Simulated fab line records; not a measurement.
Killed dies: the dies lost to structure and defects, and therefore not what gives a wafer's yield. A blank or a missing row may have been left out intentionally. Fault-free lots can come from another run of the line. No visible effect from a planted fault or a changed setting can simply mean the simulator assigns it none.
Which tool is to blame? || flow sky130 || 11 lots, 33 wafers sampled, at 5 steps of a route of 708

## WHAT THE GAUGES READ, wafer by wafer
SKY_LDD_N_TW_MEAS_17.
{"lot": "L711", "measured": "day 18 14:04", "on": "filmMetro-03", "LDD_N_TW": "2565 2569 2572"}
{"lot": "L716", "measured": "day 20 21:48", "on": "filmMetro-02", "LDD_N_TW": "2557 2539 2546"}
{"lot": "L717", "measured": "day 21 10:48", "on": "filmMetro-04", "LDD_N_TW": "2637 2629 2622"}
{"lot": "L718", "measured": "day 21 09:53", "on": "filmMetro-02", "LDD_N_TW": "2550 2528 2552"}
{"lot": "L720", "measured": "day 22 09:42", "on": "filmMetro-04", "LDD_N_TW": "2634 2639 2626"}
{"lot": "L724", "measured": "day 23 19:56", "on": "filmMetro-04", "LDD_N_TW": "2627 2635 2624"}
{"lot": "L725", "measured": "day 24 15:50", "on": "filmMetro-03", "LDD_N_TW": "2576 2584 2575"}
{"lot": "L727", "measured": "day 24 18:44", "on": "filmMetro-03", "LDD_N_TW": "2582 2590 2581"}
{"lot": "L728", "measured": "day 24 20:46", "on": "filmMetro-04", "LDD_N_TW": "2723 2726 2728"}
{"lot": "L729", "measured": "day 25 04:23", "on": "filmMetro-03", "LDD_N_TW": "2687 2679 2689"}
{"lot": "L730", "measured": "day 25 18:27", "on": "filmMetro-02", "LDD_N_TW": "2664 2669 2666"}

## EACH LOT AND THE TOOL THAT RAN IT (in order: tool; ch and the chambers of the sampled wafers; start)
{"lot": "L711", "SKY_NWELL_RTA_28": "rtpAnneal-02 ch 0, day 5 17:50", "SKY_SONOS_ONO_ETCH_15": "rieDiel-01 ch 1,2, day 13 09:20", "SKY_LDD_N_IMPLANT_10": "implanter-03 ch 0, day 18 13:04", "SKY_LDD_N_STRIP_16": "plasmaAsher-02 ch 0,1, day 18 13:58"}
{"lot": "L716", "SKY_NWELL_RTA_28": "rtpAnneal-01 ch 0, day 7 03:20", "SKY_SONOS_ONO_ETCH_15": "rieDiel-01 ch 0,1,3, day 15 04:38", "SKY_LDD_N_IMPLANT_10": "implanter-03 ch 0, day 20 20:48", "SKY_LDD_N_STRIP_16": "plasmaAsher-01 ch 0,1, day 20 21:42"}
{"lot": "L717", "SKY_NWELL_RTA_28": "rtpAnneal-01 ch 0, day 7 15:21", "SKY_SONOS_ONO_ETCH_15": "rieDiel-02 ch 2,3, day 15 18:26", "SKY_LDD_N_IMPLANT_10": "implanter-01 ch 0, day 21 09:50", "SKY_LDD_N_STRIP_16": "plasmaAsher-02 ch 0,1, day 21 10:43"}
{"lot": "L718", "SKY_NWELL_RTA_28": "rtpAnneal-02 ch 0, day 7 16:14", "SKY_SONOS_ONO_ETCH_15": "rieDiel-01 ch 0,2,3, day 15 20:38", "SKY_LDD_N_IMPLANT_10": "implanter-03 ch 0, day 21 08:53", "SKY_LDD_N_STRIP_16": "plasmaAsher-04 ch 0,1, day 21 09:47"}
{"lot": "L720", "SKY_NWELL_RTA_28": "rtpAnneal-02 ch 0, day 8 08:46", "SKY_SONOS_ONO_ETCH_15": "rieDiel-02 ch 0,1,3, day 16 16:59", "SKY_LDD_N_IMPLANT_10": "implanter-01 ch 0, day 22 08:42", "SKY_LDD_N_STRIP_16": "plasmaAsher-04 ch 0,1, day 22 09:36"}
{"lot": "L724", "SKY_NWELL_RTA_28": "rtpAnneal-02 ch 0, day 9 07:16", "SKY_SONOS_ONO_ETCH_15": "rieDiel-01 ch 0,1,2, day 18 02:01", "SKY_LDD_N_IMPLANT_10": "implanter-01 ch 0, day 23 18:57", "SKY_LDD_N_STRIP_16": "plasmaAsher-01 ch 0,1, day 23 19:49"}
{"lot": "L725", "SKY_NWELL_RTA_28": "rtpAnneal-01 ch 0, day 10 04:42", "SKY_SONOS_ONO_ETCH_15": "rieDiel-02 ch 0,2,3, day 19 03:13", "SKY_LDD_N_IMPLANT_10": "implanter-02 ch 0, day 24 14:51", "SKY_LDD_N_STRIP_16": "plasmaAsher-02 ch 0,1, day 24 15:43"}
{"lot": "L727", "SKY_NWELL_RTA_28": "rtpAnneal-02 ch 0, day 10 04:54", "SKY_SONOS_ONO_ETCH_15": "rieDiel-01 ch 2,3, day 19 05:44", "SKY_LDD_N_IMPLANT_10": "implanter-01 ch 0, day 24 17:46", "SKY_LDD_N_STRIP_16": "plasmaAsher-04 ch 0,1, day 24 18:39"}
{"lot": "L728", "SKY_NWELL_RTA_28": "rtpAnneal-01 ch 0, day 10 05:35", "SKY_SONOS_ONO_ETCH_15": "rieDiel-02 ch 0,3, day 19 08:04", "SKY_LDD_N_IMPLANT_10": "implanter-02 ch 0, day 24 19:27", "SKY_LDD_N_STRIP_16": "plasmaAsher-04 ch 1, day 24 20:39"}
{"lot": "L729", "SKY_NWELL_RTA_28": "rtpAnneal-02 ch 0, day 10 11:34", "SKY_SONOS_ONO_ETCH_15": "rieDiel-02 ch 0,1, day 19 15:03", "SKY_LDD_N_IMPLANT_10": "implanter-02 ch 0, day 25 03:06", "SKY_LDD_N_STRIP_16": "plasmaAsher-04 ch 0,1, day 25 04:18"}
{"lot": "L730", "SKY_NWELL_RTA_28": "rtpAnneal-01 ch 0, day 10 18:47", "SKY_SONOS_ONO_ETCH_15": "rieDiel-01 ch 1,2, day 20 03:51", "SKY_LDD_N_IMPLANT_10": "implanter-03 ch 0, day 25 17:08", "SKY_LDD_N_STRIP_16": "plasmaAsher-02 ch 0,1, day 25 18:21"}
- SKY_NWELL_RTA_28: time 30 s.
- SKY_SONOS_ONO_ETCH_15: etches the open film in CHF3/O2, target depth 19.52 nm, time 7.8 s.
- SKY_LDD_N_IMPLANT_10
- SKY_LDD_N_STRIP_16: strips in O2/N2.

## THE ANSWER, worked out from the rows above alone
Rule: the usual values come from the lots themselves. The widest of any qualifying gaps counts: lots, ordered by their means at a reading, are off when they make up no more than a third of the lots, leave a main group of 4 or more, and stand apart from it by 3 or more times the standard deviation of that group's means. A main group whose means are all the same, to the digits that the tables above print for the reading, isn't used. Also off: a lot with no number at a reading for which 4 or more lots have one. The other lots that the step has rows for count as sound.
No lot is off on any of the readings shown, so nothing can be concluded from this.

## WHAT THE SIMULATOR PUT IN
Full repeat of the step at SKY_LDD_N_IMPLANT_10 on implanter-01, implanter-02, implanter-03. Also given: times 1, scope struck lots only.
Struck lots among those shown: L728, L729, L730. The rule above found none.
